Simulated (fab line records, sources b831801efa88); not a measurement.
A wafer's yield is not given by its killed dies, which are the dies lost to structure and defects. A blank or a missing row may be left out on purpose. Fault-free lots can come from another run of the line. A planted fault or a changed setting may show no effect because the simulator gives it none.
Struck lot and sound lot, side by side / flow sky130 / 15 steps out of a route of 708
Sound: the wafers L346.2, L346.5, L346.6. Struck: wafers L361.2, L361.5 (left out: L361.6, a lot-mate that was not struck); the cause follows at the end.
Each step with rows lists, per side, the tool, then ch with its chambers, then its first start. Under that, the readings that differ: sound wafers / struck wafers / difference of the means / sigmas: that difference in standard deviations of wafers without a fault.
alike: readings with means less than 2 such deviations apart, plus words and numbers identical on both sides. not compared: withheld readings, readings lacking a value on some wafer, bounds such as >300 that could conceal the same value, and numbers that have no deviation in the record and whose values overlap.
A row with sigmas, a row that says differs or no value, or rows on one side alone: a step with any of these is where the two part. When numbers do not overlap yet have no deviation, they are printed without sigmas and do not part them. A reading that every wafer of one side lacks parts them only if that side has two wafers or more.

SKY_VIA1_STRIP_16: strips in O2/N2.
  sound on plasmaAsher-04 ch 0,1, day 34 20:32; struck on plasmaAsher-02 ch 0, day 39 12:25
  alike: drypumpMotorCurrentA, oesProductAu, stripTimeToEndpointS
  not compared: rfHoursCounterH
then, 4 steps without rows for these wafers: SKY_VIA1_STRIP_17 (strips in post etch residue remover, time 1200 s); SKY_VIA1_CLEAN_18 (cleans in IPA, time 180 s); SKY_VIA1_CLEAN_19 (cleans in O3/DIW); SKY_VIA1_SPUTTER_20 (material TiN, target thk 20 nm, time 80 s).
SKY_VIA1_CVD_21: deposits W, target thk 270 nm, time 80.902 s.
  sound on cvdW-02 ch 0,1, day 34 21:11; struck on cvdW-02 ch 0, day 39 13:04
  alike: heaterPowerOuterW, heaterPowerW, susceptorTempC
SKY_VIA1_RS_MEAS_22: a four-point-probe measurement.
  struck on filmMetro-03, day 39 13:11; sound on filmMetro-03, day 34 21:18
  alike: VIA1_W_RS
SKY_VIA1_THK_MEAS_23: measures by xrf.
  struck on filmMetro-03, day 39 13:17; sound on filmMetro-03, day 34 21:25
  alike: VIA1_W_THK
SKY_VIA1_CMP_24: polishes, stops on SiO2, t overpolish 15 s, target thk 0 nm.
  sound on cmp-02 ch 1,2, day 34 21:31; struck on cmp-02 ch 0,2, day 39 13:29
  alike: motorCurrentA, overpolishRunS, timeToEndpointS
then, 1 step without rows for these wafers: SKY_METAL2_SPUTTER_00 (material Ti, target thk 15 nm, time 10 s).
SKY_METAL2_SPUTTER_01: material TiN, target thk 20 nm, time 16.7 s.
  struck on pvdSputter-04, day 39 13:40; sound on pvdSputter-03, day 34 21:47
  alike: throttleValvePct
then, 1 step without rows for these wafers: SKY_METAL2_SPUTTER_02 (material AlCu, target thk 250 nm, time 13.3 s).
SKY_METAL2_SPUTTER_03: material Ti, target thk 5 nm, time 3.3 s.
  struck on pvdSputter-04, day 39 13:43; sound on pvdSputter-03, day 34 21:50
reading=model.Ti_of_METAL2_SPUTTER_03.thkNm (nm); sound=4.871 4.944 4.878; struck=9.156 9.113; difference=+4.237; sigmas=
  alike: throttleValvePct
SKY_METAL2_SPUTTER_04: material TiN, target thk 70 nm, time 58.3 s.
  struck on pvdSputter-04, day 39 13:44; sound on pvdSputter-03, day 34 21:51
  alike: throttleValvePct
-- the record jumps here: 10 days lie between the struck wafers' starts before and after (it left off in module METAL2 and takes up again in module PAD_OPEN, whose first step shown is number 708 of the route) --
SKY_PAD_OPEN_PROBE_99:
  struck on prober-01, day 50 00:34; sound on prober-02, day 46 14:40
reading=model.etest.met2.lineOhmUm; sound=0.9274 0.905 0.888; struck=0.9474 0.9367; difference=+0.0353; sigmas=
reading=model.etest.met2.rsOhmSq; sound=0.1269 0.1279 0.1253; struck=0.1317 0.1313; difference=+0.0048; sigmas=
  alike: defectLimitedYield, killed_at_M0_to_M3, killed_at_M4_up, killedAtContacts, killedAtFrontEnd, killedAtOther, killedDies, killedOpen, killedShort, sort_bin_3_pad_short, sort_bin_5_function, sort_bin_6_memory, sortNPass, sortYieldPct

== WHERE THEY PART ==
Nowhere in this record.

WHY: whatever the simulator had introduced
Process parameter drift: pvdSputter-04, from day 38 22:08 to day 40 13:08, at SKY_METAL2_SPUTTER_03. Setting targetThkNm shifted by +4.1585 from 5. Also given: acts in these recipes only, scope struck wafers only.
